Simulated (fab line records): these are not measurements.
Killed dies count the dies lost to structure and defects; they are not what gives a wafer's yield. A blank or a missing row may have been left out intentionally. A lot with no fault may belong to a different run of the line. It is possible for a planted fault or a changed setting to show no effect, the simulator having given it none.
fab line records	flow gf180mcu
record lots=13	wafers=39	lastDay=34
route steps=602 shown STI@5 HV_LDD@185 PSD@263
lots with no fault: from the same line, run without faults
startH: hours from the record's first day to the start of the lot's first wafer shown	waitH: how many hours have passed since the lot's step before this one	" same as the row above	L1.1+2: several wafers, shown together as one row	- no value, or no start was given	* or withheld: withheld	< > ~ a bound
route shown NAME@n: names a module that has steps shown in the file, with the first one's number in the route	usual: mean/standard deviation of fault-free wafers	same: alike in all rows	chamber/n: place in a boat	sites: per-site readings	_std_site: the standard deviation of these	_edge_site: the outer-site mean with the inner-site mean subtracted	radiusMm: how far each site lies from the wafer's centre	mask NAME#n: copy n	behind: tool/chamber where the wafer was last shaped	hold: cause of the lot's hold/its duration in hours/its outcome	device: which transistor (n, p or np) failed to switch	end of line: tests of these same wafers at the route's end	a step with no rows: only its recipe	killed: at the first sort, the dies lost to defects and structure; wafer yield is something else	map: a wafer's dies, marking killed ones x, the rest . and places with no die _
set.NAME: the setting as run; set.NAME@STEP: as run at that earlier step	model.NAME: the simulator's own value behind a step, which no gauge read
steps of the route over a sample of lots; a table a step, a row a wafer
services: when a tool's chamber went out of use (startH, in hours from the record's first day, below 0 if earlier), for how many hours, and the reason
## steps
# step GF_STI_THK_MEAS_04
# recipe reads=Si3N4_of_STI_CVD_03
# usual STI_CVD_03_THK=207.3/2.3
lot.wafer	tool	chamber	startH	waitH	STI_CVD_03_THK[nm]
L458.3	filmMetro-02	-	13.62	0.0	210.6
L458.4	"	-	"	"	212.1
L458.6	"	-	"	"	210.9
L459.1	filmMetro-04	-	18.56	0.0	203.4
L459.5	"	-	"	"	203.2
L459.6	"	-	"	"	205.3
L460.2	filmMetro-04	-	25.42	0.0	205.8
L460.3	"	-	"	"	206.3
L460.6	"	-	"	"	204.8
L461.2	filmMetro-04	-	29.56	0.0	206.8
L461.3	"	-	"	"	205.0
L461.5	"	-	"	"	205.8
L463.2	filmMetro-02	-	38.62	0.0	204.5
L463.3	"	-	"	"	203.9
L463.4	"	-	"	"	205.0
L464.2	filmMetro-04	-	44.56	0.0	209.2
L464.4	"	-	"	"	210.2
L464.5	"	-	"	"	208.3
L465.2	filmMetro-04	-	49.17	0.0	207.9
L465.4	"	-	"	"	207.1
L465.6	"	-	"	"	206.4
L468.1	filmMetro-04	-	63.73	0.0	210.4
L468.3	"	-	"	"	210.4
L468.6	"	-	"	"	209.6
L471.3	filmMetro-04	-	78.58	0.0	206.0
L471.5	"	-	"	"	207.4
L471.6	"	-	"	"	205.9
L475.2	filmMetro-04	-	99.35	0.0	207.3
L475.4	"	-	"	"	209.5
L475.5	"	-	"	"	206.7
L478.2	filmMetro-03	-	115.30	0.0	209.5
L478.3	"	-	"	"	211.4
L478.4	"	-	"	"	208.7
L479.2	filmMetro-04	-	118.57	0.0	208.0
L479.4	"	-	"	"	208.6
L479.6	"	-	"	"	208.5
L481.1	filmMetro-02	-	128.56	0.0	210.5
L481.3	"	-	"	"	210.6
L481.6	"	-	"	"	210.8
# step GF_STI_THK_MEAS_24
# recipe reads=SiO2_of_STI_CVD_23
# usual STI_CVD_23_THK=647/7.2
lot.wafer	tool	chamber	startH	waitH	STI_CVD_23_THK[nm]
L458.3	filmMetro-02	-	27.61	0.1	644
L458.4	"	-	"	"	647
L458.6	"	-	"	"	664
L459.1	filmMetro-02	-	33.08	0.0	644
L459.5	"	-	"	"	638
L459.6	"	-	"	"	648
L460.2	filmMetro-02	-	39.44	0.0	644
L460.3	"	-	"	"	649
L460.6	"	-	"	"	642
L461.2	filmMetro-03	-	44.18	0.0	642
L461.3	"	-	"	"	631
L461.5	"	-	"	"	644
L463.2	filmMetro-02	-	53.33	0.0	651
L463.3	"	-	"	"	649
L463.4	"	-	"	"	655
L464.2	filmMetro-02	-	59.59	0.0	658
L464.4	"	-	"	"	640
L464.5	"	-	"	"	642
L465.2	filmMetro-04	-	64.51	0.0	648
L465.4	"	-	"	"	655
L465.6	"	-	"	"	659
L468.1	filmMetro-03	-	78.93	0.0	653
L468.3	"	-	"	"	646
L468.6	"	-	"	"	643
L471.3	filmMetro-02	-	93.85	0.1	655
L471.5	"	-	"	"	658
L471.6	"	-	"	"	648
L475.2	filmMetro-02	-	115.10	0.0	650
L475.4	"	-	"	"	643
L475.5	"	-	"	"	653
L478.2	filmMetro-02	-	132.34	0.0	649
L478.3	"	-	"	"	639
L478.4	"	-	"	"	639
L479.2	filmMetro-04	-	135.90	0.1	650
L479.4	"	-	"	"	646
L479.6	"	-	"	"	643
L481.1	filmMetro-02	-	146.02	0.1	648
L481.3	"	-	"	"	646
L481.6	"	-	"	"	655
# step GF_HV_LDD_IMPLANT_09
# recipe species=As	energyKev=40	doseCm2=1e+14	tiltDeg=7
# usual beamOnS=9.98/0.21
lot.wafer	tool	chamber	startH	waitH	beamOnS
L458.3	implanter-04	0	217.32	0.1	10.12
L458.4	"	0	"	"	10.25
L458.6	"	0	"	"	9.96
L459.1	implanter-04	0	222.77	0.0	10.10
L459.5	"	0	"	"	9.85
L459.6	"	0	"	"	9.76
L460.2	implanter-02	0	233.69	0.0	10.23
L460.3	"	0	"	"	10.41
L460.6	"	0	"	"	10.11
L461.2	implanter-01	0	237.68	0.0	10.26
L461.3	"	0	"	"	9.99
L461.5	"	0	"	"	10.14
L463.2	implanter-01	0	256.49	0.0	9.88
L463.3	"	0	"	"	9.74
L463.4	"	0	"	"	9.95
L464.2	implanter-01	0	262.28	0.0	9.54
L464.4	"	0	"	"	10.21
L464.5	"	0	"	"	9.99
L465.2	implanter-01	0	272.95	0.0	9.82
L465.4	"	0	"	"	9.88
L465.6	"	0	"	"	9.80
L468.1	implanter-02	0	294.67	0.0	10.14
L468.3	"	0	"	"	9.67
L468.6	"	0	"	"	9.78
L471.3	implanter-04	0	312.95	0.1	9.97
L471.5	"	0	"	"	10.31
L471.6	"	0	"	"	9.89
L475.2	implanter-04	0	342.03	0.0	10.15
L475.4	"	0	"	"	10.44
L475.5	"	0	"	"	10.16
L478.2	implanter-02	0	365.84	0.0	9.90
L478.3	"	0	"	"	9.87
L478.4	"	0	"	"	9.89
L479.2	implanter-04	0	371.57	0.0	9.92
L479.4	"	0	"	"	10.07
L479.6	"	0	"	"	9.91
L481.1	implanter-04	0	384.96	0.0	9.85
L481.3	"	0	"	"	9.85
L481.6	"	0	"	"	9.73
# step GF_HV_LDD_TW_MEAS_11
# usual HV_LDD_TW=2406/13
lot.wafer	tool	chamber	startH	waitH	HV_LDD_TW
L458.3	filmMetro-02	-	217.54	0.1	2410
L458.4	"	-	"	"	2395
L458.6	"	-	"	"	2399
L459.1	filmMetro-01	-	223.02	0.1	2394
L459.5	"	-	"	"	2399
L459.6	"	-	"	"	2402
L460.2	filmMetro-01	-	233.92	0.1	2392
L460.3	"	-	"	"	2389
L460.6	"	-	"	"	2380
L461.2	filmMetro-01	-	237.91	0.1	2395
L461.3	"	-	"	"	2388
L461.5	"	-	"	"	2388
L463.2	filmMetro-03	-	256.72	0.1	2412
L463.3	"	-	"	"	2411
L463.4	"	-	"	"	2418
L464.2	filmMetro-01	-	262.51	0.1	2285
L464.4	"	-	"	"	2265
L464.5	"	-	"	"	2263
L465.2	filmMetro-03	-	273.18	0.1	2290
L465.4	"	-	"	"	2298
L465.6	"	-	"	"	2277
L468.1	filmMetro-01	-	294.92	0.1	2376
L468.3	"	-	"	"	2383
L468.6	"	-	"	"	2382
L471.3	filmMetro-03	-	313.17	0.1	2413
L471.5	"	-	"	"	2425
L471.6	"	-	"	"	2427
L475.2	filmMetro-02	-	342.26	0.1	2402
L475.4	"	-	"	"	2413
L475.5	"	-	"	"	2423
L478.2	filmMetro-02	-	366.10	0.1	2410
L478.3	"	-	"	"	2416
L478.4	"	-	"	"	2417
L479.2	filmMetro-02	-	371.84	0.1	2411
L479.4	"	-	"	"	2410
L479.6	"	-	"	"	2431
L481.1	filmMetro-02	-	385.21	0.1	2402
L481.3	"	-	"	"	2391
L481.6	"	-	"	"	2403
# step GF_HV_LDD_RS_MEAS_53
# recipe thkMeasGauge=four-point-probe
# usual HV_LDD_RS=417.5/0.96
lot.wafer	tool	chamber	startH	waitH	HV_LDD_RS[ohm/sq]
L458.3	filmMetro-02	-	273.69	0.1	418.7
L458.4	"	-	"	"	418.4
L458.6	"	-	"	"	417.9
L459.1	filmMetro-01	-	280.08	0.1	417.4
L459.5	"	-	"	"	417.9
L459.6	"	-	"	"	417.8
L460.2	filmMetro-02	-	291.41	0.1	417.9
L460.3	"	-	"	"	417.1
L460.6	"	-	"	"	418.0
L461.2	filmMetro-01	-	297.36	0.1	418.3
L461.3	"	-	"	"	417.7
L461.5	"	-	"	"	418.3
L463.2	filmMetro-01	-	317.22	0.1	418.7
L463.3	"	-	"	"	419.4
L463.4	"	-	"	"	417.7
L464.2	filmMetro-02	-	323.95	0.1	453.8
L464.4	"	-	"	"	454.8
L464.5	"	-	"	"	453.6
L465.2	filmMetro-01	-	336.07	0.1	454.4
L465.4	"	-	"	"	455.1
L465.6	"	-	"	"	453.7
L468.1	filmMetro-01	-	359.84	0.1	418.9
L468.3	"	-	"	"	419.0
L468.6	"	-	"	"	418.4
L471.3	filmMetro-03	-	379.68	0.1	416.4
L471.5	"	-	"	"	416.9
L471.6	"	-	"	"	415.9
L475.2	filmMetro-03	-	411.26	0.1	416.6
L475.4	"	-	"	"	415.3
L475.5	"	-	"	"	416.4
L478.2	filmMetro-03	-	437.20	0.1	416.9
L478.3	"	-	"	"	417.0
L478.4	"	-	"	"	416.8
L479.2	filmMetro-02	-	443.51	0.1	417.7
L479.4	"	-	"	"	417.3
L479.6	"	-	"	"	418.3
L481.1	filmMetro-02	-	458.88	0.1	418.1
L481.3	"	-	"	"	417.6
L481.6	"	-	"	"	417.0
# step GF_PSD_RS_MEAS_15
# recipe thkMeasGauge=four-point-probe
# usual PSD_RS=108.4/0.32
lot.wafer	tool	chamber	startH	waitH	PSD_RS[ohm/sq]
L458.3	filmMetro-01	-	318.80	0.1	108.6
L458.4	"	-	"	"	108.6
L458.6	"	-	"	"	108.3
L459.1	filmMetro-01	-	325.13	0.1	108.3
L459.5	"	-	"	"	108.5
L459.6	"	-	"	"	108.3
L460.2	filmMetro-04	-	336.08	0.1	108.5
L460.3	"	-	"	"	108.6
L460.6	"	-	"	"	108.5
L461.2	filmMetro-04	-	344.70	0.1	107.9
L461.3	"	-	"	"	108.3
L461.5	"	-	"	"	108.4
L463.2	filmMetro-01	-	365.02	0.1	108.9
L463.3	"	-	"	"	108.8
L463.4	"	-	"	"	108.9
L464.2	filmMetro-04	-	370.38	0.1	108.3
L464.4	"	-	"	"	108.4
L464.5	"	-	"	"	107.9
L465.2	filmMetro-04	-	385.74	0.1	108.5
L465.4	"	-	"	"	108.3
L465.6	"	-	"	"	108.6
L468.1	filmMetro-03	-	409.26	0.1	108.6
L468.3	"	-	"	"	108.3
L468.6	"	-	"	"	108.5
L471.3	filmMetro-04	-	430.60	0.1	108.3
L471.5	"	-	"	"	108.4
L471.6	"	-	"	"	108.5
L475.2	filmMetro-03	-	464.79	0.1	108.6
L475.4	"	-	"	"	108.5
L475.5	"	-	"	"	108.5
L478.2	filmMetro-03	-	489.64	0.1	109.0
L478.3	"	-	"	"	109.1
L478.4	"	-	"	"	109.1
L479.2	filmMetro-03	-	495.16	0.1	108.9
L479.4	"	-	"	"	109.0
L479.6	"	-	"	"	108.7
L481.1	filmMetro-04	-	511.21	0.1	108.3
L481.3	"	-	"	"	108.4
L481.6	"	-	"	"	108.3
## services
tool	chamber	startH	hours	kind
implanter-02	-	196.48	1.3	repair
implanter-01	-	280.82	2.1	repair
implanter-02	-	297.69	0.8	repair
implanter-01	-	320.70	36.5	pm
implanter-02	-	330.78	1.4	repair
implanter-01	-	366.08	5.0	repair
implanter-02	-	371.73	1.4	repair
implanter-01	-	380.83	3.7	repair
## key
firstSign step=GF_HV_LDD_TW_MEAS_11	reading=HV_LDD_TW	direction=down	sigmas=9.8	usual=2406	struck=2280
effect step=GF_HV_LDD_RS_MEAS_53	reading=HV_LDD_RS	direction=up	sigmas=38	usual=417.5	struck=454.2
metAt GF_HV_LDD_IMPLANT_09
struckLots L464,L465
testerLeftOut L464,L465
notActingAt GF_STI_THK_MEAS_04,GF_STI_THK_MEAS_24,GF_PSD_RS_MEAS_15
onsetBetween 256.49 262.28
fault kind=processParameterDrift	tool=implanter-01	chamber=-	onsetH=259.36	steps=GF_HV_LDD_IMPLANT_09	channel=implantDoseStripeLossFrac	offset=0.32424	shape=step	endH=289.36
# testerLeftOut: of these lots the tester's yield and bins aren't shown, on N5 and GAA mostly nor the transistor test; their killed dies are dies lost to structure and defects alone, not to doping, threshold or leakage, so they don't give the yield
